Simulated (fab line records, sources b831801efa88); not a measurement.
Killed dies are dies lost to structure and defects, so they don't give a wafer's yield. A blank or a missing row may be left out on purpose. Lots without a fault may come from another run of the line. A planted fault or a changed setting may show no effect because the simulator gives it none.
A struck lot beside a sound one | flow gf180mcu | 31 steps out of a route of 602
Sound: wafers L587.2, L587.4, L587.5. Struck: wafers L599.2, L599.3, L599.5. The cause comes at the end.
At each step with rows: each side's tool, then ch and its chambers, then its first start. Under that, the readings that differ: sound wafers | struck wafers | difference of the means | sigmas: that difference in standard deviations of wafers without a fault.
alike: readings whose means differ by less than 2 such deviations, and words and numbers that are the same on both sides. not compared: withheld readings, readings that some wafer has no value for, bounds like >300 that may hide the same value, and numbers for which the record gives no deviation and whose values overlap.
The two part at a step that has a row with sigmas, a row that says differs or no value, or rows on one side only. Numbers that don't overlap but have no deviation are shown without sigmas and don't part them. A reading that every wafer of one side lacks parts them only if that side has two wafers or more.

GF_HV_LDD_STRIP_22: strips in O2/N2.
  sound on plasma_asher-03 ch 0,1, day 12 04:27; struck on plasma_asher-01 ch 1, day 15 22:14
  alike: drypump_motor_current_A, heater_power_w, oes_product_au, strip_time_to_endpoint_s
  not compared: rf_hours_counter_h
GF_HV_LDD_TW_MEAS_23:
  sound on film_metro-03, day 12 04:34; struck on film_metro-03, day 15 22:21
  alike: HV_LDD_2_TW
then, 7 steps without rows for these wafers: GF_HV_LDD_DEHYDRATE_24 (time 60 s); GF_HV_LDD_HMDS_25 (prime time 60 s); GF_HV_LDD_COAT_26 (resist thk 1000 nm); GF_HV_LDD_SOFTBAKE_27 (time 60 s); GF_HV_LDD_EXPOSE_28 (exposes mask Nplus HV AREA, target cd 400 nm); GF_HV_LDD_PEB_29; GF_HV_LDD_DEVELOP_30 (develop time 60 s).
GF_HV_LDD_CD_MEAS_31: target cd 400 nm.
  sound on cd_sem-01, day 13 00:31; struck on cd_sem-01, day 16 20:57
  alike: cd_nm
GF_HV_LDD_OVL_MEAS_32:
  sound on overlay-02, day 13 00:37; struck on overlay-02, day 16 21:04
  alike: HV_LDD_02_OVL
then, 1 step without rows for these wafers: GF_HV_LDD_IMPLANT_33.
GF_HV_LDD_IMPLANT_34:
  sound on implanter-02 ch 0, day 13 00:50; struck on implanter-01, day 16 21:16
  no value came back on the struck wafers for beam_energy_keV, beam_on_s (s); on the sound wafers beam_energy_keV reads 60.007 59.996 60.032
then, 2 steps without rows for these wafers: GF_HV_LDD_IMPLANT_35; GF_HV_LDD_IMPLANT_36.
GF_HV_LDD_STRIP_37: strips in O2/N2.
  sound on plasma_asher-01 ch 0,1, day 13 01:15; struck on plasma_asher-02 ch 1, day 16 21:41
  alike: drypump_motor_current_A, heater_power_w, oes_product_au, strip_time_to_endpoint_s
  not compared: rf_hours_counter_h
GF_HV_LDD_TW_MEAS_38:
  sound on film_metro-03, day 13 01:22; struck on film_metro-03, day 16 22:01
  reading     | sound          | struck         | difference | sigmas
  HV_LDD_3_TW | 1398 1402 1405 | 1276 1274 1275 | -127       | -5
  not compared: hold
then, 6 steps without rows for these wafers: GF_HV_LDD_HMDS_40 (prime time 60 s); GF_HV_LDD_COAT_41 (resist thk 1000 nm); GF_HV_LDD_SOFTBAKE_42 (time 60 s); GF_HV_LDD_EXPOSE_43 (exposes mask Pplus HV AREA, target cd 400 nm); GF_HV_LDD_PEB_44; GF_HV_LDD_DEVELOP_45 (develop time 60 s).
GF_HV_LDD_CD_MEAS_46: target cd 400 nm.
  sound on cd_sem-02, day 13 22:17; struck on cd_sem-02, day 17 21:19
  alike: cd_nm
GF_HV_LDD_OVL_MEAS_47:
  sound on overlay-01, day 13 22:23; struck on overlay-02, day 17 21:26
  alike: HV_LDD_03_OVL
then, 1 step without rows for these wafers: GF_HV_LDD_IMPLANT_48.
GF_HV_LDD_STRIP_49: strips in O2/N2.
  sound on plasma_asher-03 ch 1, day 13 22:34; struck on plasma_asher-03 ch 0,1, day 17 21:37
  alike: drypump_motor_current_A, heater_power_w, oes_product_au, strip_time_to_endpoint_s
  not compared: rf_hours_counter_h
GF_HV_LDD_TW_MEAS_50:
  sound on film_metro-01, day 13 22:40; struck on film_metro-03, day 17 21:43
  reading     | sound       | struck      | difference | sigmas
  HV_LDD_4_TW | 572 574 576 | 554 556 556 | -19        | -2
then, 1 step without rows for these wafers: GF_HV_LDD_CLEAN_51 (cleans in SC1/SC2, time 150 s).
GF_HV_LDD_RTA_52: time 10 s.
  sound on rtp_anneal-02 ch 0, day 13 22:47; struck on rtp_anneal-02 ch 0, day 17 21:50
  alike: lamp_power_pct, wafer_temp_C_max
GF_HV_LDD_RS_MEAS_53: measures by four-point-probe.
  sound on film_metro-01, day 13 22:52; struck on film_metro-02, day 17 22:11
  reading            | sound             | struck            | difference | sigmas
  HV_LDD_RS (ohm/sq) | 420.6 421.2 420.3 | 441.1 441.6 439.9 | +20.2      | +18
  not compared: hold

WHERE THEY PART
First at GF_HV_LDD_IMPLANT_34; last, within this record, at GF_HV_LDD_RS_MEAS_53.

WHY: what the simulator had put in
Skipped step whole: implanter-01, from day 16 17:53 on, at GF_HV_LDD_IMPLANT_34. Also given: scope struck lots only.
